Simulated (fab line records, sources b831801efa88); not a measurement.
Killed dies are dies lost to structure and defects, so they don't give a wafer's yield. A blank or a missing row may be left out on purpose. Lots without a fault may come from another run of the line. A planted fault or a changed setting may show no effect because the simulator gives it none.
fab line records | flow sky130
record lots=13 wafers=39 last_day=49
route steps=708 shown FIELD_ISO@28 DNWELL@42 NWELL@78 VT_ADJUST_HVTP@93
lots that met no fault: from a run of the same line without faults
start_h: hours from the record's first day to the start of the lot's first wafer shown | wait_h: hours since the lot's step before | " the same as in the row above | L1.1+2: a row that stands for several wafers | - no value, or no start given | * or withheld: withheld | < > ~ a bound
route shown NAME@n: a module of which the file shows steps, and the number in the route of the first | usual: mean/standard deviation of fault-free wafers | same: alike in all rows | chamber/n: place in a boat | sites: the reading at each site | _std_site: their standard deviation | _edge_site: outer sites' mean less inner sites' | radius_mm: how far each site lies from the wafer's centre | mask NAME#n: copy n | behind: the tool/chamber that last shaped the wafer | hold: why the lot was held/for how many hours/how that ended | device: the transistor (n, p or np) that didn't switch | end of line: the same wafers' tests at the end of the route | a step without rows: its recipe alone | killed: dies lost to structure and defects at the first sort, not the wafer's yield | map: a wafer's dies, x killed, . not, _ none there
set.NAME: the setting as run; set.NAME@STEP: as run at that earlier step | model.NAME: the simulator's own value behind a step, which no gauge read
steps of the route over a sample of lots; a table a step, a row a wafer
services: from which hour (start_h, from the record's first day; less than 0 if before it) a tool's chamber was out of use, for how many hours, and why
## steps
# step SKY_FIELD_ISO_CMP_27
# recipe stop_on=Si3N4 t_overpolish_s=16 down_force_psi=4 platen_rpm=60 target_thk_nm=457.8 pad_velocity_m_s=0.94248
# usual head_pressure_psi=4.000/0.0089 motor_current_A=11.9/1.4 overpolish_run_s=16.000/0.0093 time_to_endpoint_s=111/5.9
# same t_overpolish_s=16
# columns lot.wafer tool chamber start_h wait_h head_pressure_psi motor_current_A overpolish_run_s time_to_endpoint_s
L564.2 cmp-02 2 36.48 0.0 3.992 11.6 16.005 115
L564.4 " 3 " " 3.988 13.2 15.989 114
L564.1 " 0 " " 3.984 11.4 15.996 103
L565.2 cmp-02 0 40.74 0.1 4.017 10.7 16.009 105
L565.4 " 1 " " 4.004 10.2 15.991 106
L565.5 " 0 " " 4.004 11.1 16.012 101
L566.1 cmp-02 2 53.43 0.1 3.990 11.8 15.997 118
L566.5 " 1 " " 4.002 10.3 16.007 105
L566.6 " 2 " " 3.984 11.2 16.003 120
L567.4 cmp-01 1 60.26 0.1 4.012 10.7 16.016 108
L567.6 " 2 " " 4.000 15.3 15.999 110
L567.5 " 3 " " 4.003 13.1 16.016 119
L568.4 cmp-02 1 69.98 0.0 3.981 10.4 16.005 103
L568.1 " 2 " " 4.013 11.7 16.005 114
L568.6 " 1 " " 4.001 10.1 16.011 104
L569.1 cmp-01 0 70.03 0.1 4.001 11.1 16.001 109
L569.3 " 2 " " 3.997 14.7 16.011 116
L569.6 " 3 " " 3.999 13.5 16.004 117
L570.1 cmp-02 2 85.64 0.0 4.001 11.8 15.996 114
L570.4 " 1 " " 3.998 10.6 15.995 104
L570.6 " 2 " " 3.990 11.4 15.994 115
L572.2 cmp-01 1 85.79 0.1 4.003 10.3 15.998 105
L572.5 " 2 " " 4.001 15.0 16.004 106
L572.6 " 3 " " 4.007 13.4 16.000 116
L571.3 cmp-02 3 85.94 0.3 3.991 12.8 16.000 114
L571.2 " 2 " " 4.002 11.2 15.989 119
L571.5 " 0 " " 3.988 11.7 15.995 108
L575.4 cmp-02 1 95.74 0.1 4.004 10.4 16.004 106
L575.5 " 2 " " 3.989 11.8 16.008 118
L575.6 " 3 " " 3.996 12.9 16.003 118
L576.1 cmp-02 1 104.55 0.1 4.011 10.0 15.992 105
L576.3 " 2 " " 4.003 11.4 16.023 115
L576.2 " 3 " " 4.009 12.8 15.993 120
L577.2 cmp-02 2 106.05 0.1 4.008 11.8 16.002 118
L577.3 " 3 " " 4.015 12.7 15.997 118
L577.5 " 2 " " 4.018 11.4 15.985 123
L578.3 cmp-02 1 122.93 0.1 4.005 10.9 16.002 108
L578.2 " 2 " " 4.003 11.6 15.992 121
L578.6 " 1 " " 4.004 10.5 15.999 103
# step SKY_DNWELL_IMPLANT_07
# recipe species=P energy_kev=withheld dose_cm2=withheld tilt_deg=withheld
# usual implant_ion_amu=*
# columns lot.wafer tool chamber start_h wait_h implant_ion_amu
L564.1 implanter-03 0 53.61 - *
L564.2 " 0 " " *
L564.4 " 0 " " *
L565.2 implanter-03 0 59.03 - *
L565.4 " 0 " " *
L565.5 " 0 " " *
L566.1 implanter-03 0 73.64 - *
L566.5 " 0 " " *
L566.6 " 0 " " *
L567.4 implanter-02 0 81.73 - *
L567.5 " 0 " " *
L567.6 " 0 " " *
L568.1 implanter-03 0 98.44 - *
L568.4 " 0 " " *
L568.6 " 0 " " *
L569.1 implanter-02 0 98.79 - *
L569.3 " 0 " " *
L569.6 " 0 " " *
L570.1 implanter-03 0 106.74 - *
L570.4 " 0 " " *
L570.6 " 0 " " *
L572.2 implanter-02 0 107.02 - *
L572.5 " 0 " " *
L572.6 " 0 " " *
L571.2 implanter-03 0 107.37 - *
L571.3 " 0 " " *
L571.5 " 0 " " *
L575.4 implanter-02 0 115.98 - *
L575.5 " 0 " " *
L575.6 " 0 " " *
L576.1 implanter-02 0 127.36 - *
L576.2 " 0 " " *
L576.3 " 0 " " *
L577.2 implanter-04 0 127.41 - *
L577.3 " 0 " " *
L577.5 " 0 " " *
L578.2 implanter-03 0 148.22 - *
L578.3 " 0 " " *
L578.6 " 0 " " *
# step SKY_DNWELL_TW_MEAS_09
# usual DNWELL_TW=1117/5.3
# columns lot.wafer tool chamber start_h wait_h DNWELL_TW
L564.1 film_metro-04 - 53.86 0.1 1123
L564.2 " - " " 1126
L564.4 " - " " 1118
L565.2 film_metro-03 - 59.27 0.1 1119
L565.4 " - " " 1121
L565.5 " - " " 1127
L566.1 film_metro-03 - 73.89 0.1 1112
L566.5 " - " " 1104
L566.6 " - " " 1112
L567.4 film_metro-03 - 81.94 0.1 1110
L567.5 " - " " 1115
L567.6 " - " " 1113
L568.1 film_metro-04 - 98.69 0.1 1105
L568.4 " - " " 1109
L568.6 " - " " 1109
L569.1 film_metro-01 - 99.04 0.1 1119
L569.3 " - " " 1118
L569.6 " - " " 1108
L570.1 film_metro-04 - 106.99 0.1 1110
L570.4 " - " " 1110
L570.6 " - " " 1111
L572.2 film_metro-03 - 107.25 0.1 1117
L572.5 " - " " 1116
L572.6 " - " " 1111
L571.2 film_metro-03 - 107.60 0.1 1122
L571.3 " - " " 1114
L571.5 " - " " 1120
L575.4 film_metro-03 - 116.19 0.1 363
L575.5 " - " " 364
L575.6 " - " " 363
L576.1 film_metro-03 - 127.61 0.1 364
L576.2 " - " " 363
L576.3 " - " " 366
L577.2 film_metro-04 - 127.65 0.1 363
L577.3 " - " " 365
L577.5 " - " " 364
L578.2 film_metro-01 - 148.45 0.1 360
L578.3 " - " " 361
L578.6 " - " " 361
# step SKY_NWELL_STRIP_25
# recipe chemistry=O2/N2 power_w=1400 pressure_mtorr=1500 platen_temp_c=withheld o2_flow_sccm=3000 n2_flow_sccm=300 overash_fraction=0.5
# usual drypump_motor_current_A=5.8/0.44 n2_flow_sccm=300.0/0.89 oes_product_au=0.722/0.005 strip_time_to_endpoint_s=36.93/0.089
# columns lot.wafer tool chamber start_h wait_h drypump_motor_current_A n2_flow_sccm oes_product_au rf_hours_counter_h strip_time_to_endpoint_s
L564.1 plasma_asher-03 1 100.28 0.1 6.2 298.1 0.724 43 36.98
L564.2 " 0 " " 5.8 300.0 0.718 43 37.00
L564.4 " 1 " " 6.2 299.8 0.722 - 36.97
L565.2 plasma_asher-03 1 106.83 0.1 6.1 299.8 0.718 43 36.86
L565.4 " 0 " " 5.8 301.0 0.721 - 36.87
L565.5 " 1 " " 6.2 300.4 0.725 - 36.99
L566.1 plasma_asher-03 0 122.88 0.1 5.8 298.2 0.731 46 37.06
L566.5 " 1 " " 6.2 300.6 0.719 - 37.11
L566.6 " 0 " " 5.8 299.9 0.722 - 37.04
L567.4 plasma_asher-03 1 132.41 0.1 6.2 300.0 0.719 - 37.02
L567.5 " 1 " " 6.2 301.1 0.717 - 36.94
L567.6 " 0 " " 5.8 299.9 0.718 - 36.91
L568.1 plasma_asher-04 1 152.62 0.1 5.7 300.3 0.714 3 36.99
L568.4 " 1 " " 5.7 300.3 0.725 - 37.03
L568.6 " 1 " " 5.7 300.3 0.729 - 36.90
L569.1 plasma_asher-02 1 153.13 0.1 4.8 299.9 0.719 34 36.85
L569.3 " 1 " " 4.8 300.2 0.725 - 36.92
L569.6 " 0 " " 6.1 301.0 0.723 - 36.87
L570.1 plasma_asher-03 0 162.03 0.1 5.8 300.6 0.719 49 36.84
L570.4 " 1 " " 6.2 298.2 0.722 - 36.81
L570.6 " 0 " " 5.8 300.0 0.717 - 36.85
L572.2 plasma_asher-04 1 162.38 0.1 5.7 299.4 0.715 4 37.01
L572.5 " 1 " " 5.7 299.6 0.725 - 36.96
L572.6 " 0 " " 5.9 298.9 0.728 - 36.96
L571.2 plasma_asher-02 1 162.67 0.1 4.8 299.3 0.724 35 36.87
L571.3 " 0 " " 6.1 299.2 0.726 - 36.81
L571.5 " 1 " " 4.8 300.8 0.716 - 37.01
L575.4 plasma_asher-04 1 171.46 0.1 5.7 299.2 0.720 - 36.79
L575.5 " 1 " " 5.7 299.5 0.722 - 36.77
L575.6 " 0 " " 5.9 300.0 0.730 - 36.95
L576.1 plasma_asher-04 0 185.87 0.1 5.8 299.2 0.719 6 36.98
L576.2 " 1 " " 5.8 300.5 0.722 6 36.97
L576.3 " 0 " " 5.8 299.5 0.721 - 36.99
L577.2 plasma_asher-02 1 186.73 0.1 4.8 298.9 0.717 38 36.90
L577.3 " 1 " " 4.8 299.4 0.720 - 36.87
L577.5 " 0 " " 6.1 299.7 0.720 - 36.87
L578.2 plasma_asher-02 1 212.12 0.1 4.8 301.7 0.731 40 36.78
L578.3 " 1 " " 4.8 301.0 0.723 - 36.83
L578.6 " 0 " " 6.1 300.9 0.718 - 36.73
# step SKY_VT_ADJUST_HVTP_OVL_MEAS_08
# usual VT_ADJUST_HVTP_OVL=-2.0/1.2
# columns lot.wafer tool chamber start_h wait_h VT_ADJUST_HVTP_OVL[nm]
L564.1 overlay-01 - 118.11 0.1 -2.5
L564.2 " - " " -2.4
L564.4 " - " " -2.1
L565.2 overlay-02 - 123.77 0.1 -4.1
L565.4 " - " " -2.7
L565.5 " - " " -3.2
L566.1 overlay-01 - 140.48 0.1 -1.0
L566.5 " - " " -1.0
L566.6 " - " " -1.4
L567.4 overlay-02 - 151.03 0.1 -1.1
L567.5 " - " " -1.4
L567.6 " - " " -1.1
L568.1 overlay-02 - 173.26 0.1 -3.4
L568.4 " - " " -1.6
L568.6 " - " " -3.8
L569.1 overlay-02 - 174.08 0.1 -0.7
L569.3 " - " " -1.3
L569.6 " - " " -0.4
L570.1 overlay-02 - 183.11 0.1 -2.7
L570.4 " - " " -1.8
L570.6 " - " " -1.0
L572.2 overlay-02 - 183.48 0.1 -2.8
L572.5 " - " " -2.7
L572.6 " - " " -2.5
L571.2 overlay-01 - 184.17 0.1 -1.1
L571.3 " - " " -0.3
L571.5 " - " " -0.4
L575.4 overlay-02 - 192.98 0.1 -2.4
L575.5 " - " " -3.5
L575.6 " - " " -0.4
L576.1 overlay-01 - 207.21 0.1 -0.8
L576.2 " - " " -1.3
L576.3 " - " " -0.5
L577.2 overlay-02 - 208.53 0.1 -2.9
L577.3 " - " " -2.4
L577.5 " - " " 0.3
L578.2 overlay-01 - 234.22 0.1 -1.5
L578.3 " - " " -2.6
L578.6 " - " " -2.8
## services
# columns tool chamber start_h hours kind
cmp-01 - 12.61 1.6 repair
cmp-02 - 14.22 9.1 pm
implanter-03 - 29.60 3.8 pm
cmp-02 - 31.35 3.4 repair
plasma_asher-02 - 35.30 1.7 repair
plasma_asher-04 - 42.10 2.8 pm
implanter-03 - 44.24 3.6 repair
cmp-01 - 53.30 1.6 repair
implanter-04 - 60.35 11.0 pm
cmp-01 - 64.26 4.0 pm
cmp-01 - 78.74 5.8 pm
cmp-02 - 99.75 0.3 repair
plasma_asher-04 - 108.75 9.0 pm
plasma_asher-04 0 108.75 9.0 vent_cycle
plasma_asher-04 1 108.75 9.0 vent_cycle
implanter-04 - 112.16 2.6 repair
plasma_asher-04 0 117.75 - clean
plasma_asher-04 1 117.75 - clean
implanter-02 - 127.71 1.4 repair
implanter-03 - 135.41 2.0 repair
cmp-02 - 142.06 2.3 repair
implanter-04 - 147.05 4.2 pm
implanter-04 - 163.44 9.1 repair
implanter-04 - 187.40 4.2 pm
## key
first_sign step=SKY_DNWELL_IMPLANT_07 reading=implant_ion_amu direction=down sigmas=99+ usual=* struck=*
effect step=SKY_DNWELL_TW_MEAS_09 reading=DNWELL_TW direction=down sigmas=99+ usual=1117 struck=363
met_at SKY_DNWELL_IMPLANT_07
struck_lots L575,L576,L577,L578
sort_left_out L575.4,L575.5,L575.6,L576.1,L576.2,L576.3,L577.2,L577.3,L577.5,L578.2,L578.3,L578.6
tester_left_out L575,L576,L577,L578
not_acting_at SKY_FIELD_ISO_CMP_27,SKY_NWELL_STRIP_25,SKY_VT_ADJUST_HVTP_OVL_MEAS_08
onset_between 107.37 115.98
fault kind=wrong_recipe_download tool=implanter-02,implanter-03,implanter-04 chamber=- onset_h=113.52 steps=SKY_DNWELL_IMPLANT_07 wrong_recipe.not_listed=1
# tester_left_out: of these lots the tester's yield and bins aren't shown, on N5 and GAA mostly nor the transistor test; their killed dies are dies lost to structure and defects alone, not to doping, threshold or leakage, so they don't give the yield
# sort_left_out: the simulated sort isn't trusted on such a fault, so these wafers' sort isn't shown, and their yield isn't known
